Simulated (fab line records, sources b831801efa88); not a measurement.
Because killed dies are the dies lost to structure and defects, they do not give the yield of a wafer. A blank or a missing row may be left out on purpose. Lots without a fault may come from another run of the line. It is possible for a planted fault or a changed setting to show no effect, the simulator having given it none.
Matching of chambers | flow sky130 | 4 sister chambers for SKY_FIELD_ISO_ETCH_17 on rie si-01
The step etches Si in HBr/Cl2/O2, target depth 342 nm, time 97.7 s. 14 wafers are shown with their chamber, then 7 later ones without.

== WAFERS, EACH WITH ITS CHAMBER ==
wafer  | chamber | drypump motor current A (A) | oes product au (a.u.) | he backside leak sccm (sccm)
L511.1 | 2       | 6.1                         | 1.009                 | 2.7
L511.2 | 1       | 5.7                         | 1.001                 | 2.9
L511.3 | 0       | 6.0                         | 0.988                 | 3.0
L513.4 | 3       | 4.7                         | 0.988                 | 3.0
L513.5 | 0       | 6.0                         | 0.979                 | 3.0
L513.6 | 3       | 4.7                         | 0.982                 | 3.0
L516.1 | 3       | 4.7                         | 0.981                 | 2.9
L516.3 | 1       | 5.7                         | 1.002                 | 2.7
L516.4 | 0       | 6.0                         | 0.978                 | 3.0
L523.1 | 0       | 6.0                         | 0.966                 | 2.9
L523.3 | 3       | 4.7                         | 0.987                 | 2.9
L523.6 | 0       | 6.0                         | 0.981                 | 2.9
L527.1 | 3       | 4.7                         | 0.988                 | 3.0
L527.3 | 2       | 6.2                         | 1.000                 | 2.5

SIGNATURES (means of the wafers above)
reading                 | chamber 0 | chamber 1 | chamber 2 | chamber 3 | scatter within a chamber
drypump motor current A | 6.000     | 5.700     | 6.150     | 4.700     | 0.0224
oes product au          | 0.97840   | 1.00150   | 1.00450   | 0.98520   | 0.00584
he backside leak sccm   | 2.960     | 2.800     | 2.600     | 2.960     | 0.08
Rule: a wafer lies at a distance from a chamber equal to the root of the sum of squares, over the readings, of (its reading less the chamber's mean, divided by the reading's scatter). If the next closest chamber is less than 2 further off than the closest, the wafer can't be placed; otherwise it belongs to the closest. How the scatter is found: for the shown wafers, subtract from each reading the mean of its chamber, square and add these, divide the total by (wafers less chambers), then take the root.

== WAFERS WHOSE CHAMBER IS MISSING ==
wafer  | drypump motor current A (A) | oes product au (a.u.) | he backside leak sccm (sccm)
L527.6 | 6.0                         | 0.984                 | 3.0
L529.1 | 4.7                         | 0.981                 | 2.9
L529.2 | 6.1                         | 1.004                 | 2.8
L529.6 | 6.2                         | 1.004                 | 2.7
L533.2 | 6.1                         | 1.000                 | 2.7
L533.3 | 4.7                         | 0.989                 | 2.8
L533.4 | 5.7                         | 0.992                 | 3.0

== WHICH CHAMBER EACH ONE RAN IN ==
wafer  | from the rows above | in truth
L527.6 | 0                   | 0
L529.1 | 3                   | 3
L529.2 | 2                   | 2
L529.6 | 2                   | 2
L533.2 | 2                   | 2
L533.3 | 3                   | 3
L533.4 | 1                   | 1
Placed correctly: 7 of 7. Number that these rows cannot place: 0. Number placed wrongly: 0.
